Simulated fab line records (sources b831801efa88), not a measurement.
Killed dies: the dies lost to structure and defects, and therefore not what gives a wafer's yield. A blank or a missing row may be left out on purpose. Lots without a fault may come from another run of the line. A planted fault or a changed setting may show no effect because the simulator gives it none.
A struck lot beside a sound one    flow sky130    15 out of 708 route steps
Sound: wafers L557.3, L557.4, L557.6. Struck: wafers L554.3, L554.5, L554.6. The cause is given at the end.
Order at every step that has rows: each side's tool, ch and its chambers, its first start. Under that, the readings that differ: sound wafers    struck wafers    difference of the means    sigmas: that difference in standard deviations of wafers without a fault.
alike: readings with means less than 2 such deviations apart, plus words and numbers identical on both sides. not compared: withheld readings, readings lacking a value on some wafer, bounds such as >300 that could conceal the same value, and numbers that have no deviation in the record and whose values overlap.
The two part at a step that has a row with sigmas, a row that says differs or no value, or rows on one side only. When numbers do not overlap yet have no deviation, they are printed without sigmas and do not part them. Lack of a reading on every wafer of one side parts them only where that side has two or more wafers.

first, 3 steps without rows for these wafers: SKY_VT_ADJUST_HVTP_EXPOSE_04 (exposes mask HVTPM, target cd 380 nm); SKY_VT_ADJUST_HVTP_PEB_05; SKY_VT_ADJUST_HVTP_DEVELOP_06 (develop time 60 s).
SKY_VT_ADJUST_HVTP_CD_MEAS_07: target cd 380 nm.
  sound on cd sem-01 at day 11 22:03; struck on cd sem-02 at day 11 09:51
  alike: cd nm
SKY_VT_ADJUST_HVTP_OVL_MEAS_08:
  sound on overlay-01 at day 11 22:08; struck on overlay-02 at day 11 09:56
  alike: VT_ADJUST_HVTP_OVL
then, 1 step without rows for these wafers: SKY_VT_ADJUST_HVTP_IMPLANT_09.
SKY_VT_ADJUST_HVTP_STRIP_10: strips in O2/N2.
  sound on plasma asher-02 ch 0,1, day 11 22:21; struck on plasma asher-02 ch 0,1, day 11 10:09
reading              sound           struck          difference  sigmas
o2 flow sccm (sccm)  2987 3000 2985  3011 3006 3016  +20         +2
  alike: drypump motor current A, oes product au, strip time to endpoint s
  not compared: rf hours counter h
SKY_VT_ADJUST_HVTP_TW_MEAS_11:
  sound on film metro-02 at day 11 22:26; struck on film metro-04 at day 11 10:14
  alike: VT_ADJUST_HVTP_TW
then, 4 steps without rows for these wafers: SKY_VT_ADJUST_LVTN_DEHYDRATE_00 (time 60 s); SKY_VT_ADJUST_LVTN_HMDS_01 (prime time 60 s); SKY_VT_ADJUST_LVTN_COAT_02 (resist thk 3000 nm); SKY_VT_ADJUST_LVTN_SOFTBAKE_03.
SKY_VT_ADJUST_LVTN_EXPOSE_04: exposes mask NWM COMPLEMENT LESS NATIVE, target cd 840 nm.
  sound on iline stepper-02 ch 0, day 12 10:41; struck on iline stepper-01 ch 0, day 11 22:05
reading                                 sound                 struck             difference  sigmas
model.VT_ADJUST_LVTN.overlay x nm (nm)  0.6685 0.6685 0.6685  0.764 0.764 0.764  +0.096      
  alike: mask
then, 1 step without rows for these wafers: SKY_VT_ADJUST_LVTN_PEB_05.
-- the record jumps here: 38 days lie between the struck wafers' starts before and after (it left off in module VT_ADJUST_LVTN and takes up again in module PAD_OPEN, whose first step shown is number 708 of the route) --
SKY_PAD_OPEN_PROBE_99:
  sound on prober-01 at day 50 15:52; struck on prober-02 at day 50 07:09
reading             sound     struck    difference  sigmas
killed at contacts  31 38 28  23 20 15  -13         -2
  alike: killed_at_M0_to_M3, killed_at_M4_up, killed at front end, killed at other, killed dies, killed open, killed short

WHERE THEY PART
Last at SKY_PAD_OPEN_PROBE_99 as far as this record goes, first at SKY_VT_ADJUST_HVTP_STRIP_10.

WHY: whatever the simulator had introduced
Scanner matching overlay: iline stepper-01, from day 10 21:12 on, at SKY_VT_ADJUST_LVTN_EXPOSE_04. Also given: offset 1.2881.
